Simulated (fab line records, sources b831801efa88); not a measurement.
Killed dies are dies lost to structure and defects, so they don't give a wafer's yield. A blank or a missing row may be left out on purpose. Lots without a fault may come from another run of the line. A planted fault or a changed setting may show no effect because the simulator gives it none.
Problem report in the 8D (eight disciplines) form, filled by code | flow sfq_line | the parts of the form that need people (team, actions taken, sign-off) are left out

1. THE PROBLEM
thk_nm at SFQ_TRILAYER_I3_METRO_MEASURE_083 reads a mean of 219.6 nm on 1 wafer of 1 lot; wafers without a fault read 200.3 nm with a standard deviation of 0.99. That is +19 standard deviations from the usual mean.
First seen on wafer L155.6, day 47 05:49, on film_metro-01. The record holds 36 wafers of 12 lots with a number at this step. Rule for "out", or "out of limits": more than 4 standard deviations from the usual mean. The other wafers with a number count as sound.

2. WHAT IT IS AND WHAT IT IS NOT
question                    | is                | is not
which readings at this step | thk_nm            | -
which lots                  | L155              | L146, L147, L150, L160, L162, L163, L165, L166, L167, L168, L169
which wafers of those lots  | L155.6            | L155.3, L155.5
read on which tools         | film_metro-01     | film_metro-02, film_metro-03
when                        | from day 47 05:49 | up to then (11 sound wafers); but 24 sound wafers of L160, L162, L163, L165, L166, L167, L168, L169 came after

3. SUSPECTS, AND WHAT RULES EACH OUT
Counting: a tool at a process step up to the reading stays a suspect if it ran every lot that is out. Sound lots after the first of them don't rule it out here, since some wafers of a struck lot are sound.
- cmp-02 at SFQ_TRILAYER_I3_CMP_CMP_082 (polishes SiO2): kept. It ran the lot that is out, L155 (day 47 03:18); its last sound lot up to then is L147 (day 43 11:22).
- film_metro-01 at SFQ_TRILAYER_I3_METRO_MEASURE_083: kept. It ran the lot that is out, L155 (day 47 05:49); its last sound lot up to then is L150 (day 45 10:54). Its own readings are out on those wafers: thk_nm.
- Within cmp-02 at SFQ_TRILAYER_I3_CMP_CMP_082: the wafers that are out ran in chamber 0; their sound lot-mates ran in chambers 1, 2.
Left after counting: cmp-02 at SFQ_TRILAYER_I3_CMP_CMP_082, film_metro-01 at SFQ_TRILAYER_I3_METRO_MEASURE_083.

4. THE CAUSE (what the simulator had put in)
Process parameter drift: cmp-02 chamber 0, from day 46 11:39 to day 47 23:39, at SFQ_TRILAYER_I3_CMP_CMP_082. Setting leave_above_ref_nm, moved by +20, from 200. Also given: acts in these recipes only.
Counting left 2 suspects, and this tool is among them.

5. THE CHAIN OF EFFECTS, in route order
Each row: a reading whose mean over the struck wafers that have a number lies more than 3 standard deviations from the usual. Only readings for which the record gives a usual standard deviation are gone through. hours: the time from each lot's start at the first step in this table that gives one to its start at this step, as a median over the lots. sigmas: the change in usual standard deviations.
hours | step                                  | reading        | usual      | on struck wafers | change | sigmas
0     | SFQ_TRILAYER_I3_METRO_MEASURE_083     | thk_nm         | 200.3 nm   | 219.6            | +19.3  | +19
134   | SFQ_TRILAYER_I3_VIA_ETCH_VIA_ETCH_088 | oes_product_au | 0.856 a.u. | 0.907            | +0.051 | +9.6
The process steps in it:
- SFQ_TRILAYER_I3_METRO_MEASURE_083
- SFQ_TRILAYER_I3_VIA_ETCH_VIA_ETCH_088: etches SiO2 in CHF3, stops on Nb, target depth 260 nm.
Later measuring or inspecting steps at which every struck wafer that the step has a row for has a number for every such reading, and none has moved that far: SFQ_I4_OVL_MEAS_928, SFQ_JJ_RS_MEAS_929, SFQ_I5_OVL_MEAS_936.

6. WHAT WOULD HAVE CAUGHT IT SOONER
In this record the first reading out of limits was taken at day 47 05:49, 18 hours after the fault began at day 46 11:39.
Of the tool readings at SFQ_TRILAYER_I3_CMP_CMP_082 for which the record gives a usual standard deviation, none was out on any struck wafer, so an alarm limit of 4 standard deviations on them would not have fired.
All the lots that are out (1) had begun SFQ_TRILAYER_I3_CMP_CMP_082 on cmp-02 by day 47 05:49. A hold on the tool at that time would have spared none of them.
